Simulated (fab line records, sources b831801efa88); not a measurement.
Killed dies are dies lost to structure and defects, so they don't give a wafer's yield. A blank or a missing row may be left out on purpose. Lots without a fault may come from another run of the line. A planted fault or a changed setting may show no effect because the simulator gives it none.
Which tool did it? | flow gf180mcu | 11 lots, 33 wafers sampled, at 5 steps of a route of 602

WHAT THE GAUGES READ, wafer by wafer
GF_V5_CD_MEAS_14: target cd 260 nm. Usual: cd_nm 259.8 nm, standard deviation 1.3.
lot  | measured     | on        | cd_nm (nm)        | flag
L975 | day 27 23:25 | cd_sem-01 | 259.5 258.9 259.6 |
L976 | day 28 07:16 | cd_sem-01 | 257.8 258.7 259.1 |
L977 | day 28 13:19 | cd_sem-01 | 258.5 259.7 258.7 |
L981 | day 29 14:02 | cd_sem-02 | 258.7 259.8 259.2 |
L983 | day 30 07:26 | cd_sem-02 | 258.6 258.4 259.3 |
L984 | day 30 18:38 | cd_sem-02 | 259.4 259.8 260.5 |
L985 | day 30 23:10 | cd_sem-01 | 259.9 261.2 260.2 |
L986 | day 31 02:13 | cd_sem-01 | 261.1 261.6 261.8 |
L987 | day 31 10:11 | cd_sem-02 | 260.9 260.3 261.4 |
L993 | day 32 23:28 | cd_sem-02 | 261.2 259.0 261.0 |
L994 | day 33 02:17 | cd_sem-02 | 261.0 260.2 259.2 |

GF_V5_RS_MEAS_24: measures by four-point-probe. Usual: V5_W_RS 0.328 ohm/sq, standard deviation 0.0035.
lot  | measured     | on            | V5_W_RS (ohm/sq)                    | flag
L975 | day 28 00:29 | film_metro-04 | 0.329 0.327 0.334                   |
L976 | day 28 08:19 | film_metro-02 | 0.329 0.329 0.331                   |
L977 | day 28 14:22 | film_metro-02 | 0.330 0.321 0.324                   |
L981 | day 29 15:05 | film_metro-04 | 0.383 0.377 0.387 0.382 0.378 0.387 | OFF
L983 | day 30 08:29 | film_metro-03 | 0.390 0.330 0.326 0.390 0.330 0.326 | OFF
L984 | day 30 19:44 | film_metro-04 | 0.326 0.324 0.325                   |
L985 | day 31 00:20 | film_metro-04 | 0.334 0.332 0.330                   |
L986 | day 31 03:25 | film_metro-03 | 0.330 0.326 0.328                   |
L987 | day 31 11:14 | film_metro-03 | 0.326 0.332 0.324                   |
L993 | day 33 00:32 | film_metro-04 | 0.323 0.324 0.321                   |
L994 | day 33 03:26 | film_metro-04 | 0.325 0.326 0.323                   |

GF_V5_THK_MEAS_25: measures by xrf. Usual: V5_W_THK 345 nm, standard deviation 5.6.
lot  | measured     | on            | V5_W_THK (nm)           | flag
L975 | day 28 00:37 | film_metro-04 | 345 352 344             |
L976 | day 28 08:25 | film_metro-02 | 337 338 333             |
L977 | day 28 14:28 | film_metro-02 | 336 345 343             |
L981 | day 29 18:58 | film_metro-04 | 307 312 304 309 311 305 | OFF
L983 | day 30 13:25 | film_metro-03 | 302 346 348 301 343 351 |
L984 | day 30 19:51 | film_metro-04 | 351 351 351             |
L985 | day 31 00:28 | film_metro-04 | 342 345 346             |
L986 | day 31 03:31 | film_metro-03 | 338 343 342             |
L987 | day 31 11:22 | film_metro-03 | 343 340 343             |
L993 | day 33 00:39 | film_metro-04 | 356 352 356             |
L994 | day 33 03:34 | film_metro-04 | 352 351 354             |

WHICH TOOL RAN EACH LOT (tool, then ch and the chambers of the sampled wafers, then the start)
lot  | GF_V5_ETCH_16                      | GF_V5_CVD_23
L975 | rie_diel-02 ch 0,1,2, day 27 23:35 | cvd_w-02 ch 0,1, day 28 00:22
L976 | rie_diel-04 ch 1,2, day 28 07:23   | cvd_w-01 ch 0,1, day 28 08:13
L977 | rie_diel-04 ch 1,2, day 28 13:26   | cvd_w-01 ch 0,1, day 28 14:16
L981 | rie_diel-02 ch 1,2, day 29 14:11   | cvd_w-01 ch 0, day 29 14:58
L983 | rie_diel-02 ch 0,1,2, day 30 07:35 | cvd_w-01 ch 0,1, day 30 08:23
L984 | rie_diel-04 ch 0,2,3, day 30 18:47 | cvd_w-02 ch 0,1, day 30 19:36
L985 | rie_diel-04 ch 0,1,2, day 30 23:20 | cvd_w-01 ch 1, day 31 00:07
L986 | rie_diel-04 ch 0,1,2, day 31 02:20 | cvd_w-01 ch 1, day 31 03:13
L987 | rie_diel-02 ch 1,2,3, day 31 10:20 | cvd_w-02 ch 0,1, day 31 11:08
L993 | rie_diel-02 ch 1,2, day 32 23:38   | cvd_w-02 ch 0,1, day 33 00:25
L994 | rie_diel-01 ch 0,2,3, day 33 02:26 | cvd_w-02 ch 0,1, day 33 03:20
- GF_V5_ETCH_16: etches BARC in N2/H2.
- GF_V5_CVD_23: deposits W, target thk 350 nm, time 104.9 s.

WHAT THE TOOLS THEMSELVES READ (means of the sampled wafers that have a number; where no wafer has one, the mark that the record gives instead)
GF_V5_ETCH_16. Usual: bias_w 100.0 W, standard deviation 0.31; drypump_motor_current_A 5.5 A, standard deviation 0.42; oes_product_au 0.855 a.u., standard deviation 0.0047; throttle_valve_pct 13.225 %, standard deviation 0.01.
lot  | tool        | bias_w (W) | drypump_motor_current_A (A) | oes_product_au (a.u.) | throttle_valve_pct (%) | flag
L975 | rie_diel-02 | 100.3      | 5.4                         | 0.857                 | 13.222                 |
L976 | rie_diel-04 | 100.2      | 5.6                         | 0.858                 | 13.213                 |
L977 | rie_diel-04 | 100.3      | 5.5                         | 0.856                 | 13.228                 |
L981 | rie_diel-02 | 99.7       | 5.1                         | 0.850                 | 13.222                 |
L983 | rie_diel-02 | 100.0      | 5.4                         | 0.855                 | 13.228                 |
L984 | rie_diel-04 | 99.7       | 5.3                         | 0.856                 | 13.219                 |
L985 | rie_diel-04 | 100.1      | 5.6                         | 0.855                 | 13.227                 |
L986 | rie_diel-04 | 100.0      | 5.6                         | 0.854                 | 13.221                 |
L987 | rie_diel-02 | 100.2      | 5.5                         | 0.854                 | 13.219                 |
L993 | rie_diel-02 | 100.0      | 5.1                         | 0.847                 | 13.232                 |
L994 | rie_diel-01 | 100.0      | 5.4                         | 0.858                 | 13.226                 |

GF_V5_CVD_23. Usual: chamber_pressure_Torr 40.00 Torr, standard deviation 0.086; heater_power_w 863 W, standard deviation 78.
lot  | tool     | chamber_pressure_Torr (Torr) | heater_power_w (W) | flag
L975 | cvd_w-02 | 39.91                        | 934                |
L976 | cvd_w-01 | 39.99                        | 824                |
L977 | cvd_w-01 | 40.04                        | 795                |
L981 | cvd_w-01 | 40.03                        | 763                |
L983 | cvd_w-01 | 40.13                        | 829                |
L984 | cvd_w-02 | 39.97                        | 886                |
L985 | cvd_w-01 | 39.98                        | 879                |
L986 | cvd_w-01 | 40.00                        | 875                |
L987 | cvd_w-02 | 40.02                        | 936                |
L993 | cvd_w-02 | 40.06                        | 949                |
L994 | cvd_w-02 | 39.93                        | 934                |

THE ANSWER, worked out from the rows above alone
Rule: a lot is off if the mean of its wafers that have a number lies more than 3 standard deviations from the usual mean. A lot without any number at a reading at which 4 lots or more have one is off too. The other lots that the step has rows for count as sound. The gauges are gone through in route order, then the tools' own readings, and for those a lot's mean is taken as printed above. The first step at which some lot is off is used, and at that step the reading that is off furthest; a lot without a number counts as furthest.
Off: L981, L983, at GF_V5_RS_MEAS_24 (V5_W_RS).
A tool fits if, at a process step before that reading, it ran every lot that is off, and no sound lot after the first of them. The gauges at GF_V5_RS_MEAS_24 are tried like those tools. None of those tried fits.

WHAT THE SIMULATOR HAD PUT IN
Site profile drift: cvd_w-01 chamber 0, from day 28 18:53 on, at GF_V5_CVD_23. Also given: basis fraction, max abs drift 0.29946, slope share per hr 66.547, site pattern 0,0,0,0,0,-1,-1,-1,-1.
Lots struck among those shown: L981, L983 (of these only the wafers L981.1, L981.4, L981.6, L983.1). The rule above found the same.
